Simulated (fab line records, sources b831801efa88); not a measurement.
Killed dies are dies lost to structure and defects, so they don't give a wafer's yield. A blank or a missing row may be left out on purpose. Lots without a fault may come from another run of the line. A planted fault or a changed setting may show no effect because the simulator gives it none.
Split-lot experiment | flow sky130 | 5 lots, 11 wafers read, on a route of 708 steps

THE SPLIT
At SKY_POLY_GATE_COAT_07 (resist thk 110 nm), the setting spin_rpm was moved away from the recipe's 3000 rpm on 3 of the 11 wafers read, by -5.3% to +3.7%. The other wafers ran this setting at the recipe's value.

FROM THE SPLIT TO THE READING: what the file shows between them, 1 step
- SKY_POLY_GATE_DEVELOP_12: develop time 60 s (also split here: develop_time_s)

THE READING
etch.depth_nm (the simulator's own value, which no gauge read), in nm, at SKY_POLY_GATE_ETCH_15 (etches BARC in N2/H2, stops on SiO2, time 118.5 s, target depth 110 nm). The file gives no usual value for it. The 8 wafers here that ran the recipe average 109.7 nm, standard deviation 0.18 nm.

wafer  | tool, chamber at the split | spin_rpm as run, rpm | against the recipe | etch.depth_nm, nm | against lot-mates on the recipe
L074.1 | litho_track-01, 0          | 2841                 | -5.3%              | 112.5             | +2.7
L074.3 | litho_track-01, 0          | 3000                 | recipe             | 109.7             | -
L074.4 | litho_track-01, 0          | 3000                 | recipe             | 109.9             | -
L075.6 | litho_track-03, 0          | 3000                 | recipe             | 109.6             | -
L078.3 | litho_track-01, 0          | 3000                 | recipe             | 109.9             | -
L078.4 | litho_track-01, 0          | 3000                 | recipe             | 109.9             | -
L078.6 | litho_track-01, 0          | 3110                 | +3.7%              | 108               | -1.9
L079.1 | litho_track-01, 0          | 3000                 | recipe             | 109.4             | -
L079.2 | litho_track-01, 0          | 3000                 | recipe             | 109.6             | -
L079.3 | litho_track-01, 0          | 3000                 | recipe             | 109.5             | -
L081.4 | litho_track-04, 0          | 2925                 | -2.5%              | 111.3             | no lot-mate on the recipe

THE FIT
A straight line over all 11 wafers: etch.depth_nm changes by -0.521 nm for each +1% of spin_rpm; r = -0.98; the points scatter about the line by 0.21 nm.
The same after taking each lot's own level away (the mean of its wafers on the recipe; 10 wafers): -0.512 nm for each +1%; r = -1.00; scatter 0.071 nm.
On that fit, the largest move of spin_rpm shifts the reading by 2.7 nm.
The lots' own levels span 109.50 to 109.90 nm, that is 2.2 times the standard deviation above.
So the lot-to-lot level changes the slope little: the two slopes agree.
Check: with one of the wafers moved furthest among these (-5.3%) left out of the fit, the line predicts +2.75 nm for it against its lot-mates. It came out at +2.7 nm against them.

OTHER SPLITS ON THESE WAFERS
These wafers also went through other splits before the reading. Each is held against what the fit with the lots' levels taken away leaves over:
other split on the same wafers          | wafers away from the commonest value | r with etch.depth_nm (lot level and that fit taken away)
SKY_SONOS_ONO_EXPOSE_10 dose_mj         | 4                                    | +0.25
SKY_SONOS_ONO_ETCH_15 time_s            | 4                                    | -0.01
SKY_RES_PROTECT_COAT_02 resist_thk_nm   | 3                                    | -0.22
SKY_POLY_GATE_DEVELOP_12 develop_time_s | 2                                    | -0.50

THE WHOLE CHAIN: every reading that the file lists as answering this split, in the file's order
step                  | what it does                                                           | reading                                                                           | change (the file's fit)               | r (the file's)
SKY_POLY_GATE_COAT_07 | resist thk 110 nm                                                      | BARC_of_POLY_GATE_COAT_07.thk_nm (the simulator's own value, which no gauge read) | -0.57 nm for each +1% of the setting  | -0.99
SKY_POLY_GATE_ETCH_15 | etches BARC in N2/H2, stops on SiO2, time 118.5 s, target depth 110 nm | etch.depth_nm (the simulator's own value, which no gauge read)                    | -0.517 nm for each +1% of the setting | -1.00

THE FILE'S OWN FIT
etch.depth_nm changes by -0.517 nm for each +1% of spin_rpm, r = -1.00.
